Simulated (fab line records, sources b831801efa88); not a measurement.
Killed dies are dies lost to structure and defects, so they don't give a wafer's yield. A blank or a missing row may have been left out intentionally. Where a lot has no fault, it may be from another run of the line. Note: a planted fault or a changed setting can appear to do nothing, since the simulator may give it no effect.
fab line records	flow sky130
record: lots: 6	wafers: 18	last_day: 50
route steps=708 shown SPACER@306 POLY_CUT@307 PAD_OPEN@708
lots untouched by any fault: they come from a run of this same line in which no faults occurred
start_h: hours from the record's opening day to when the first of the lot's shown wafers began	wait_h: time in hours since the lot's previous step	" identical to the entry in the row above	L1.1+2: one row covering several wafers at once	- value missing, or start not given	* or withheld: withheld	< > ~ a bound
route shown NAME@n: a module of which the file shows steps, and the number in the route of the first	usual: mean/standard deviation taken from wafers without a fault	same: alike in all rows	chamber/n: place in a boat	sites: per-site readings	_std_site: how widely they spread, as a standard deviation	_edge_site: the outer-site mean with the inner-site mean subtracted	radius_mm: for every site, how far away it sits from the centre of the wafer	mask NAME#n: copy n	behind: the last tool/chamber to shape the wafer	hold: cause of the lot's hold/its duration in hours/its outcome	device: which transistor (n, p or np) failed to switch	end of line: the route-end tests of the same wafers	a step with no rows: only its recipe	killed: dies that structure and defects cost at the first sort, which is not the same as the wafer's yield	map: per-die view of a wafer (x killed, . not killed, _ where there is no die)
set.NAME: setting as actually run; set.NAME@STEP: the setting as run at that earlier step	model.NAME: the simulator's own value behind a step, which no gauge read
lots seen at some steps along the route; tables by step, rows by wafer
services: the hour from which a tool's chamber was out of use, counted from the record's first day as start_h (under 0 if before that day), plus the number of hours and why
== steps ==
step: SKY_SPACER_ETCHBACK_02
recipe: chemistry: CH3F/O2	target: Si3N4	stop_on: SiO2	source_w: 400	bias_w: 80	pressure_mtorr: 25	ch3f_flow_sccm: 40	O2_flow_sccm: 30	time_s: 46.7	target_depth_a: 450
usual: chamber_pressure_mTorr: 25.000/0.022	drypump_motor_current_A: 5.6/0.41	oes_product_au: 0.850/0.0072	throttle_valve_pct: 10.563/0.0089
lot.wafer	tool	chamber	start_h	wait_h	chamber_pressure_mTorr	drypump_motor_current_A	oes_product_au	rf_hours_counter_h	throttle_valve_pct
L164.2	rie_diel-04	1	549.55	0.0	25.007	5.7	0.861	65	10.576
L164.3	"	2	"	"	24.997	5.5	0.863	46	10.555
L164.6	"	0	"	"	24.996	5.3	0.861	-	10.566
L170.4	rie_diel-04	0	624.66	0.0	25.018	5.3	0.846	-	10.577
L170.5	"	2	"	"	25.000	5.5	0.855	-	10.564
L170.6	"	3	"	"	24.973	5.0	0.842	-	10.551
L178.1	rie_diel-02	1	671.30	0.1	24.970	5.5	0.842	16	10.566
L178.2	"	3	"	"	25.004	6.2	0.851	0	10.547
L178.3	"	2	"	"	24.991	5.9	0.840	3	10.570
L180.2	rie_diel-01	3	682.13	0.0	24.987	4.8	0.847	47	10.565
L180.3	"	0	"	"	24.973	6.5	0.851	8	10.565
L180.6	"	2	"	"	24.982	5.5	0.851	-	10.566
L181.1	rie_diel-04	2	696.78	0.1	25.026	5.5	0.844	49	10.553
L181.2	"	3	"	"	25.021	5.0	0.850	3	10.577
L181.6	"	3	"	"	25.017	5.0	0.849	-	10.572
L185.2	rie_diel-02	0	721.12	0.0	25.002	5.8	0.848	12	10.573
L185.3	"	1	"	"	25.013	5.5	0.847	17	10.553
L185.4	"	2	"	"	25.000	5.9	0.853	4	10.565
step: SKY_POLY_CUT_DEHYDRATE_00
recipe: temp_c: 200	time_s: 60
step: SKY_POLY_CUT_HMDS_01
recipe: prime_time_s: 60	prime_temp_c: 120
step: SKY_POLY_CUT_COAT_02
recipe: resist: BARC	temp_c: withheld	time_s: withheld	spin_rpm: 3000	resist_thk_nm: 60
step: SKY_POLY_CUT_COAT_03
recipe: resist: KrF-thick	spin_rpm: 3000	resist_thk_nm: 450
step: SKY_POLY_CUT_SOFTBAKE_04
recipe: temp_c: 100	time_s: 90	resist: KrF-thick
step: SKY_POLY_CUT_EXPOSE_05
recipe: mask_id: NPCM	na: 0.8	source_shape: annular	sigma_inner: 0.55	sigma_outer: 0.85	target_cd_nm: 270	dose_mj: 32
step: SKY_POLY_CUT_PEB_06
recipe: peb_temp_c: withheld	peb_time_s: withheld	resist: KrF-thick
step: SKY_POLY_CUT_DEVELOP_07
recipe: develop_time_s: 60	resist: KrF-thick	dev_temp_c: 21
step: SKY_POLY_CUT_CD_MEAS_08
recipe: target_cd_nm: 270
usual: cd_nm: 269.4/1.3
lot.wafer	tool	chamber	start_h	wait_h	cd_nm
L164.2	cd_sem-01	-	579.96	-	268.3
L164.3	"	-	"	"	269.5
L164.6	"	-	"	"	270.4
L170.4	cd_sem-01	-	653.25	-	269.1
L170.5	"	-	"	"	268.4
L170.6	"	-	"	"	269.4
L178.1	cd_sem-02	-	700.12	-	269.4
L178.2	"	-	"	"	268.4
L178.3	"	-	"	"	268.9
L180.2	cd_sem-02	-	710.31	-	266.2
L180.3	"	-	"	"	266.5
L180.6	"	-	"	"	265.5
L181.1	cd_sem-02	-	724.77	-	270.7
L181.2	"	-	"	"	272.2
L181.6	"	-	"	"	270.8
L185.2	cd_sem-02	-	749.11	-	269.4
L185.3	"	-	"	"	267.8
L185.4	"	-	"	"	270.4
step: SKY_POLY_CUT_OVL_MEAS_09
usual: POLY_CUT_OVL: 0/5.4
lot.wafer	tool	chamber	start_h	wait_h	POLY_CUT_OVL[nm]
L164.2	overlay-01	-	580.06	0.1	11
L164.3	"	-	"	"	8
L164.6	"	-	"	"	4
L170.4	overlay-01	-	653.33	0.1	-2
L170.5	"	-	"	"	1
L170.6	"	-	"	"	2
L178.1	overlay-01	-	700.24	0.1	3
L178.2	"	-	"	"	1
L178.3	"	-	"	"	-4
L180.2	overlay-02	-	710.41	0.1	-9
L180.3	"	-	"	"	-1
L180.6	"	-	"	"	1
L181.1	overlay-02	-	724.89	0.1	13
L181.2	"	-	"	"	2
L181.6	"	-	"	"	4
L185.2	overlay-02	-	749.21	0.1	-2
L185.3	"	-	"	"	-9
L185.4	"	-	"	"	-15
step: SKY_POLY_CUT_ETCH_10
recipe: chemistry: N2/H2	target: BARC	ion_energy_ev: 200	source_w: 500	bias_w: 100	pressure_mtorr: 30	n2_flow_sccm: 100	h2_flow_sccm: 200	stop_on: SiO2	time_s: 45.9	target_depth_a: 600
usual: chamber_pressure_mTorr: 30.001/0.027	drypump_motor_current_A: 5.7/0.64	oes_product_au: 0.855/0.0053	run_length_s: 74.4/0.33	throttle_valve_pct: 13.225/0.0088
lot.wafer	tool	chamber	start_h	wait_h	chamber_pressure_mTorr	drypump_motor_current_A	oes_product_au	rf_hours_counter_h	run_length_s	throttle_valve_pct
L164.2	rie_diel-01	1	580.09	0.0	30.004	6.3	0.856	7	74.6	13.217
L164.3	"	3	"	"	30.007	4.8	0.853	44	74.0	13.226
L164.6	"	3	"	"	30.017	4.8	0.849	-	74.0	13.219
L170.4	rie_diel-01	1	653.34	0.0	29.954	6.3	0.854	9	74.4	13.232
L170.5	"	0	"	"	29.993	6.5	0.850	-	74.8	13.239
L170.6	"	3	"	"	29.967	4.9	0.858	-	74.0	13.221
L178.1	rie_diel-01	3	700.27	0.0	29.970	4.8	0.851	47	74.1	13.222
L178.2	"	2	"	"	29.972	5.5	0.867	15	74.1	13.241
L178.3	"	0	"	"	30.015	6.4	0.859	8	74.6	13.225
L180.2	rie_diel-01	0	710.44	0.0	29.987	6.5	0.851	8	74.8	13.233
L180.3	"	3	"	"	29.989	4.8	0.858	48	74.5	13.226
L180.6	"	0	"	"	29.981	6.4	0.859	-	74.7	13.231
L181.1	rie_diel-03	0	724.92	0.0	29.968	6.1	0.850	5	74.3	13.238
L181.2	"	3	"	"	30.046	5.9	0.854	21	74.9	13.219
L181.6	"	1	"	"	30.010	4.8	0.857	-	74.5	13.223
L185.2	rie_diel-04	0	749.24	0.0	30.003	5.3	0.853	41	73.5	13.217
L185.3	"	2	"	"	29.991	5.5	0.857	0	74.3	13.207
L185.4	"	3	"	"	29.993	5.0	0.851	-	74.0	13.225
step: SKY_POLY_CUT_ETCH_11
recipe: target: Si3N4	chemistry: CF4/CH2F2/Ar	stop_on: poly-Si	source_w: 600	bias_w: 150	pressure_mtorr: 40	cf4_flow_sccm: 40	ch2f2_flow_sccm: 20	Ar_flow_sccm: 150	time_s: 42.5	target_depth_a: 600
usual: chamber_pressure_mTorr: 40.00/0.039	drypump_motor_current_A: 5.7/0.64	mfc_ar_sccm: 150.0/0.44	oes_product_au: 0.830/0.0057	run_length_s: 71.0/0.34	throttle_valve_pct: 14.994/0.009
lot.wafer	tool	chamber	start_h	wait_h	chamber_pressure_mTorr	drypump_motor_current_A	mfc_ar_sccm	oes_product_au	rf_hours_counter_h	run_length_s	throttle_valve_pct	model.poly-Si_of_POLY_GATE_CVD_00.thk_nm	model.POLY_CUT.feature_depth_nm
L164.2	rie_diel-01	1	580.14	0.0	40.02	6.2	150.1	0.837	7	71.0	14.987	179.4	63.3
L164.3	"	3	"	"	40.03	4.8	149.6	0.836	44	71.0	14.996	180.8	62.97
L164.6	"	3	"	"	40.01	4.8	149.9	0.837	-	71.3	14.992	180.5	63.05
L170.4	rie_diel-01	1	653.39	0.0	40.06	6.3	149.3	0.824	9	71.3	14.989	181.8	61.81
L170.5	"	0	"	"	40.02	6.5	150.0	0.829	-	71.3	14.991	178.9	62.29
L170.6	"	3	"	"	40.01	4.8	150.5	0.830	-	70.7	14.993	181	61.72
L178.1	rie_diel-01	3	700.31	0.0	40.02	4.8	150.5	0.738	47	82.5	14.980	171.5	66.67
L178.2	"	2	"	"	39.95	5.5	151.0	0.842	15	71.2	14.994	176.1	62.96
L178.3	"	0	"	"	40.01	6.5	150.2	0.838	8	71.1	14.983	177.9	62.81
L180.2	rie_diel-01	0	710.49	0.0	40.03	6.5	150.3	0.832	8	71.1	15.011	180.1	62.28
L180.3	"	3	"	"	39.98	4.8	150.2	0.734	48	82.5	14.974	175.3	65.74
L180.6	"	0	"	"	39.96	6.5	150.1	0.826	-	71.4	14.988	179.8	62.3
L181.1	rie_diel-03	0	724.96	0.0	39.98	6.0	150.1	0.836	5	70.8	14.993	179.4	62.06
L181.2	"	3	"	"	39.96	6.0	149.7	0.816	21	71.4	14.994	179.3	61.95
L181.6	"	1	"	"	40.06	4.8	151.0	0.827	-	71.0	14.992	178.1	61.87
L185.2	rie_diel-04	0	749.29	0.0	40.02	5.4	150.2	0.836	41	70.5	15.000	179.5	62.45
L185.3	"	2	"	"	40.03	5.5	150.9	0.823	1	71.4	14.993	180.8	61.91
L185.4	"	3	"	"	39.99	5.0	150.2	0.830	-	70.5	14.993	180.8	62.2
step: SKY_POLY_CUT_STRIP_12
recipe: chemistry: O2/N2	power_w: 1400	pressure_mtorr: 1500	platen_temp_c: withheld	o2_flow_sccm: 3000	n2_flow_sccm: 300	overash_fraction: 0.5
usual: chamber_pressure_mTorr: 1499.8/1.4	drypump_motor_current_A: 5.7/0.34	oes_product_au: 0.452/0.0044	strip_time_to_endpoint_s: 5.361/0.014
lot.wafer	tool	chamber	start_h	wait_h	chamber_pressure_mTorr	drypump_motor_current_A	oes_product_au	rf_hours_counter_h	strip_time_to_endpoint_s
L164.2	plasma_asher-03	1	580.18	0.0	1498.4	5.4	0.461	16	5.367
L164.3	"	1	"	"	1496.2	5.4	0.459	-	5.341
L164.6	"	0	"	"	1498.3	5.4	0.452	-	5.366
L170.4	plasma_asher-04	0	653.46	0.1	1498.5	5.5	0.456	-	5.357
L170.5	"	0	"	"	1500.6	5.6	0.454	-	5.345
L170.6	"	1	"	"	1498.7	5.7	0.447	-	5.359
L178.1	plasma_asher-04	0	700.35	0.0	1501.0	5.6	0.455	105	5.364
L178.2	"	1	"	"	1503.8	5.7	0.455	105	5.381
L178.3	"	1	"	"	1499.1	5.7	0.446	-	5.383
L180.2	plasma_asher-02	0	710.53	0.0	1499.5	6.4	0.455	84	5.377
L180.3	"	1	"	"	1501.2	5.9	0.449	-	5.371
L180.6	"	0	"	"	1502.9	6.4	0.458	-	5.371
L181.1	plasma_asher-03	1	725.00	0.0	1498.7	5.4	0.444	30	5.355
L181.2	"	0	"	"	1500.8	5.4	0.457	30	5.332
L181.6	"	1	"	"	1498.9	5.4	0.445	-	5.340
L185.2	plasma_asher-03	1	749.33	0.0	1500.5	5.4	0.454	33	5.363
L185.3	"	0	"	"	1499.4	5.4	0.453	-	5.371
L185.4	"	1	"	"	1498.9	5.4	0.450	-	5.361
step: SKY_PAD_OPEN_PROBE_99
usual: killed_at_M0_to_M3: 44/8.6	killed_at_M4_up: 3.4/1.9	killed_at_contacts: 23/5.7	killed_at_front_end: 15/4.5	killed_at_other: 0.4/0.62	killed_dies: 86/11	killed_open: 46/7.6	killed_short: 39/6.3
same: gross_dies: 492	killed_at_back_side: 0
lot.wafer	tool	chamber	start_h	wait_h	killed_at_M0_to_M3	killed_at_M4_up	killed_at_contacts	killed_at_front_end	killed_at_other	killed_dies	killed_open	killed_short
L164.2	prober-02	-	1095.41	0.1	60	7	18	21	0	106	51	55
L164.3	prober-02	-	1095.46	0.2	51	4	17	13	3	88	43	42
L164.6	prober-02	-	1095.61	0.2	54	5	17	15	0	91	51	39
L170.4	prober-01	-	1144.96	0.2	40	4	16	23	0	83	40	43
L170.5	prober-01	-	1145.01	0.2	50	2	16	15	0	83	45	37
L170.6	prober-01	-	1145.06	0.2	41	2	24	15	1	83	52	31
L178.1	prober-02	-	1175.13	0.1	33	2	24	10	1	70	30	38
L178.2	prober-02	-	1175.18	0.1	40	11	19	13	0	83	48	35
L178.3	prober-02	-	1175.23	0.2	45	5	21	15	1	87	47	38
L180.2	prober-02	-	1185.10	0.1	40	2	37	17	0	96	48	48
L180.3	prober-02	-	1185.15	0.2	39	3	22	22	2	88	49	39
L180.6	prober-02	-	1185.30	0.2	34	4	19	16	0	73	37	36
L181.1	prober-01	-	1189.34	0.1	38	2	20	13	1	74	40	32
L181.2	prober-01	-	1189.39	0.1	49	3	25	11	1	89	54	35
L181.6	prober-01	-	1189.59	0.2	66	3	31	11	0	111	63	48
L185.2	prober-01	-	1202.02	0.1	26	7	31	14	0	78	44	33
L185.3	prober-01	-	1202.07	0.2	45	4	32	28	0	109	52	56
L185.4	prober-01	-	1202.12	0.2	50	4	36	13	0	103	58	44
killed by level:class
L164.2 VIA2:geometric_particle:open=15 VIA1:geometric_particle:open=12 POLY_GATE:geometric_particle:short=7 METAL1:geometric_particle:short=7 CONTACT:geometric_particle:open=6 VIA3:geometric_particle:short=6 VIA1:geometric_particle:short=6 METAL2:geometric_particle:short=6
L164.3 VIA2:geometric_particle:open=10 VIA1:geometric_particle:open=8 METAL2:geometric_particle:short=7 VIA3:geometric_particle:open=7 POLY_GATE:geometric_particle:short=5 METAL1:geometric_particle:short=5 FIELD_ISO:geometric_particle:open=4 LOCAL_INTERCONNECT:geometric_particle:short=4
L164.6 VIA1:geometric_particle:open=19 METAL2:geometric_particle:short=9 LI_CONTACT:geometric_particle:open=7 VIA1:geometric_particle:short=6 CONTACT:geometric_particle:open=6 VIA2:geometric_particle:open=6 FIELD_ISO:geometric_particle:short=4 METAL1:geometric_particle:short=4
L170.4 FIELD_ISO:geometric_particle:short=8 CONTACT:geometric_particle:open=8 VIA3:geometric_particle:open=6 FIELD_ISO:geometric_particle:open=5 POLY_GATE:geometric_particle:short=5 VIA1:geometric_particle:open=5 METAL2:geometric_particle:short=5 VIA2:geometric_particle:open=5
L170.5 VIA1:geometric_particle:open=13 VIA2:geometric_particle:open=7 VIA1:geometric_particle:short=7 METAL1:geometric_particle:short=7 LI_CONTACT:geometric_particle:open=6 LOCAL_INTERCONNECT:geometric_particle:short=5 FIELD_ISO:geometric_particle:open=4 METAL2:geometric_particle:short=4
L170.6 VIA1:geometric_particle:open=15 CONTACT:geometric_particle:open=11 LI_CONTACT:geometric_particle:open=7 VIA3:geometric_particle:open=7 POLY_GATE:geometric_particle:short=6 VIA2:geometric_particle:open=5 METAL1:geometric_particle:short=4 VIA1:geometric_particle:short=4
L178.1 LI_CONTACT:geometric_particle:open=8 CONTACT:geometric_particle:short=7 METAL1:geometric_particle:short=7 VIA3:geometric_particle:open=6 VIA2:geometric_particle:open=5 LOCAL_INTERCONNECT:geometric_particle:short=4 VIA1:geometric_particle:open=4 FIELD_ISO:geometric_particle:open=3
L178.2 METAL1:geometric_particle:short=9 VIA1:geometric_particle:open=9 CONTACT:geometric_particle:open=7 METAL4:geometric_particle:short=7 FIELD_ISO:geometric_particle:open=6 LI_CONTACT:geometric_particle:open=6 VIA2:geometric_particle:open=6 METAL2:geometric_particle:short=4
L178.3 VIA1:geometric_particle:open=8 METAL1:geometric_particle:short=7 METAL2:geometric_particle:short=7 FIELD_ISO:geometric_particle:open=6 LI_CONTACT:geometric_particle:open=6 VIA3:geometric_particle:open=6 VIA2:geometric_particle:open=6 CONTACT:geometric_particle:open=5
L180.2 CONTACT:geometric_particle:open=14 LI_CONTACT:geometric_particle:open=12 FIELD_ISO:geometric_particle:short=8 VIA1:geometric_particle:open=8 CONTACT:geometric_particle:short=6 METAL1:geometric_particle:short=6 VIA1:geometric_particle:short=5 VIA2:geometric_particle:open=5
L180.3 VIA1:geometric_particle:open=12 CONTACT:geometric_particle:open=7 FIELD_ISO:geometric_particle:open=6 FIELD_ISO:geometric_particle:short=6 LI_CONTACT:geometric_particle:open=6 VIA1:geometric_particle:short=5 VIA2:geometric_particle:open=5 POLY_GATE:geometric_particle:short=4
L180.6 LI_CONTACT:geometric_particle:open=8 VIA3:geometric_particle:short=6 VIA3:geometric_particle:open=6 VIA1:geometric_particle:open=5 VIA2:geometric_particle:open=5 CONTACT:geometric_particle:short=4 CONTACT:geometric_particle:open=4 VIA1:geometric_particle:short=4
L181.1 LI_CONTACT:geometric_particle:open=7 VIA3:geometric_particle:open=7 METAL2:geometric_particle:short=6 VIA1:geometric_particle:open=6 VIA2:geometric_particle:open=6 LOCAL_INTERCONNECT:geometric_particle:short=5 CONTACT:geometric_particle:open=5 METAL1:geometric_particle:short=3
L181.2 VIA1:geometric_particle:open=13 CONTACT:geometric_particle:open=13 VIA2:geometric_particle:open=8 VIA3:geometric_particle:open=7 VIA1:geometric_particle:short=6 CONTACT:geometric_particle:short=5 FIELD_ISO:geometric_particle:short=4 LI_CONTACT:geometric_particle:open=4
L181.6 VIA1:geometric_particle:open=20 CONTACT:geometric_particle:open=12 VIA3:geometric_particle:open=10 LOCAL_INTERCONNECT:geometric_particle:short=7 VIA1:geometric_particle:short=6 VIA2:geometric_particle:open=6 CONTACT:geometric_particle:short=5 METAL1:geometric_particle:short=5
L185.2 CONTACT:geometric_particle:open=11 LI_CONTACT:geometric_particle:open=10 VIA1:geometric_particle:open=9 METAL4:geometric_particle:short=6 LOCAL_INTERCONNECT:geometric_particle:short=5 CONTACT:geometric_particle:short=5 FIELD_ISO:geometric_particle:open=4 FIELD_ISO:geometric_particle:short=4
L185.3 VIA1:geometric_particle:open=10 LI_CONTACT:geometric_particle:open=9 CONTACT:geometric_particle:open=9 POLY_GATE:geometric_particle:short=8 VIA2:geometric_particle:open=6 FIELD_ISO:geometric_particle:short=5 POLY_GATE:geometric_particle:open=5 LOCAL_INTERCONNECT:geometric_particle:short=5
L185.4 LI_CONTACT:geometric_particle:open=14 VIA1:geometric_particle:open=9 VIA3:geometric_particle:open=9 CONTACT:geometric_particle:open=8 METAL1:geometric_particle:short=7 VIA2:geometric_particle:open=7 LOCAL_INTERCONNECT:geometric_particle:short=5 CONTACT:geometric_particle:short=5
== services ==
tool	chamber	start_h	hours	kind
rie_diel-01	3	530.75	10.5	repair
rie_diel-02	0	534.37	2.1	repair
rie_diel-02	-	541.70	0.3	repair
rie_diel-01	-	544.24	28.1	pm
plasma_asher-04	-	573.52	1.0	repair
rie_diel-01	1	590.90	3.9	repair
rie_diel-03	-	593.11	2.8	pm
rie_diel-02	0	599.04	4.7	repair
rie_diel-02	1	600.23	4.4	repair
rie_diel-04	1	607.95	8.3	repair
rie_diel-04	-	620.78	0.4	repair
rie_diel-01	0	630.89	22.3	repair
rie_diel-03	1	634.90	7.0	repair
plasma_asher-04	-	645.43	3.6	repair
rie_diel-04	-	656.99	0.7	repair
rie_diel-01	3	657.14	6.1	repair
rie_diel-04	1	657.91	6.3	repair
rie_diel-04	2	664.00	4.5	repair
rie_diel-01	2	686.81	7.9	repair
rie_diel-03	0	699.54	9.1	repair
rie_diel-04	1	701.45	7.3	repair
rie_diel-03	2	715.08	4.6	repair
rie_diel-04	1	723.94	35.9	repair
plasma_asher-03	-	745.77	2.1	repair
== key ==
first_sign: step: SKY_POLY_CUT_ETCH_11	reading: run_length_s	direction: up	sigmas: 34	usual: *	struck: *
effect: step: SKY_POLY_CUT_ETCH_11	reading: oes_product_au	direction: down	sigmas: 16	usual: 0.830	struck: 0.736
model_effect: step: SKY_POLY_CUT_ETCH_11	value: poly-Si_of_POLY_GATE_CVD_00.thk_nm	without: 177.4	struck: 173.4
met_at SKY_POLY_CUT_ETCH_11
struck_wafers L178.1,L180.3
tester_left_out L178,L180
onset_between 653.39 700.31
fault: kind: process_parameter_drift	tool: rie_diel-01	chamber: 3	onset_h: 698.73	steps: SKY_POLY_CUT_ETCH_11	channel: time_s	offset: *	shape: step	end_h: 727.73	acts_in: *	stated: *
tester_left_out: of these lots the tester's yield and bins aren't shown, on N5 and GAA mostly nor the transistor test; their killed dies are dies lost to structure and defects alone, not to doping, threshold or leakage, so they don't give the yield
